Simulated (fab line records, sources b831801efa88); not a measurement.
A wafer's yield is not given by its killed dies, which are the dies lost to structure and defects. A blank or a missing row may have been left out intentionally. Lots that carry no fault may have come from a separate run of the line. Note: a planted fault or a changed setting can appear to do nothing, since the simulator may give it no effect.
A struck lot beside a sound one -- flow sfq line -- 13 out of 325 route steps
Sound: these wafers, L930.2, L930.5, L930.6. Struck: wafer L935.6 (L935.1, L935.2, from the same lot, were not struck and are left out); the cause is given at the end.
Order at every step that has rows: each side's tool, ch and its chambers, its first start. Under that, the readings that differ: sound wafers -- struck wafers -- difference of the means -- sigmas: that difference in standard deviations of wafers without a fault.
alike: readings whose means differ by less than 2 such deviations, and words and numbers that are the same on both sides. not compared: withheld readings, readings that some wafer has no value for, bounds like >300 that may hide the same value, and numbers for which the record gives no deviation and whose values overlap.
Wherever a step has rows on one side only, a row that says differs or no value, or a row with sigmas, the two part there. Numbers that have no deviation but don't overlap get no sigmas and don't part them. Lack of a reading on every wafer of one side parts them only where that side has two or more wafers.

first, 2 steps without rows for these wafers: SFQ_TRILAYER_I1_VIA_STRIP_SOLV_CLEAN_054 (cleans in NMP, time 600 s); SFQ_TRILAYER_M2_DEP_PRE_CLEAN_056 (time 22.5 s).
SFQ_TRILAYER_M2_DEP_SPUTTER_055: material Nb, target thk 200 nm, time 133.3 s.
  struck on pvd sputter-03, day 25 19:47; sound on pvd sputter-03, day 25 07:48
reading,sound,struck,difference,sigmas
cathode dc power W (W),1999.8 1999.5 2000.2,1999.1,-0.7,-2
  alike: chamber pressure pa, resputter cathode voltage v, throttle valve pct
SFQ_M2_RS_MEAS_914: measurement is done with a four-point probe.
  struck on film metro-03, day 25 19:52; sound on film metro-03, day 25 07:55
  alike: M2_NB_RS
then, 6 steps without rows for these wafers: SFQ_TRILAYER_M2_LITHO_COAT_062 (resist thk 62 nm); SFQ_TRILAYER_M2_LITHO_COAT_057 (resist thk 600 nm); SFQ_TRILAYER_M2_LITHO_SOFTBAKE_061; SFQ_TRILAYER_M2_LITHO_EXPOSE_058 (exposes mask M2, target cd 500 nm); SFQ_TRILAYER_M2_LITHO_PEB_060 (peb time 60 s); SFQ_TRILAYER_M2_LITHO_DEVELOP_059 (time 60 s).
-- the record jumps here: 7 days lie between the struck wafers' starts before and after --
SFQ_M2_OVL_MEAS_916:
  struck on overlay-02, day 33 03:50; sound on overlay-02, day 32 14:31
  alike: M2_OVL
SFQ_TRILAYER_M2_BARC_OPEN_METAL_ETCH_077: etches BARC in O2, target depth 125 nm, time 41.7 s.
  sound on rie metal-03 ch 1, day 32 14:34; struck on rie metal-04 ch 0, day 33 03:52
reading,sound,struck,difference,sigmas
drypump motor current A (A),5.3 5.3 5.3,6.2,+0.9,+2
oes product au (a.u.),0.687 0.685 0.690,0.705,+0.018,+4
run length s (s),70.93 70.12 70.49,69.14,-1.37,-5
  not compared: bias w, rf hours counter h
SFQ_TRILAYER_M2_ETCH_METAL_ETCH_060: etches Nb in Cl2/Ar, stops on SiO2, target depth 240 nm, time 120 s.
  sound on rie metal-03 ch 1, day 32 14:42; struck on rie metal-04 ch 0, day 33 03:55
reading,sound,struck,difference,sigmas
drypump motor current A (A),5.3 5.3 5.3,6.2,+0.9,+2
  alike: bias w, oes product au, run length s
  not compared: rf hours counter h

== WHERE THEY PART ==
At SFQ_TRILAYER_M2_DEP_SPUTTER_055 first; at SFQ_TRILAYER_M2_ETCH_METAL_ETCH_060 last (within this record only).

WHY: what the simulator had put in
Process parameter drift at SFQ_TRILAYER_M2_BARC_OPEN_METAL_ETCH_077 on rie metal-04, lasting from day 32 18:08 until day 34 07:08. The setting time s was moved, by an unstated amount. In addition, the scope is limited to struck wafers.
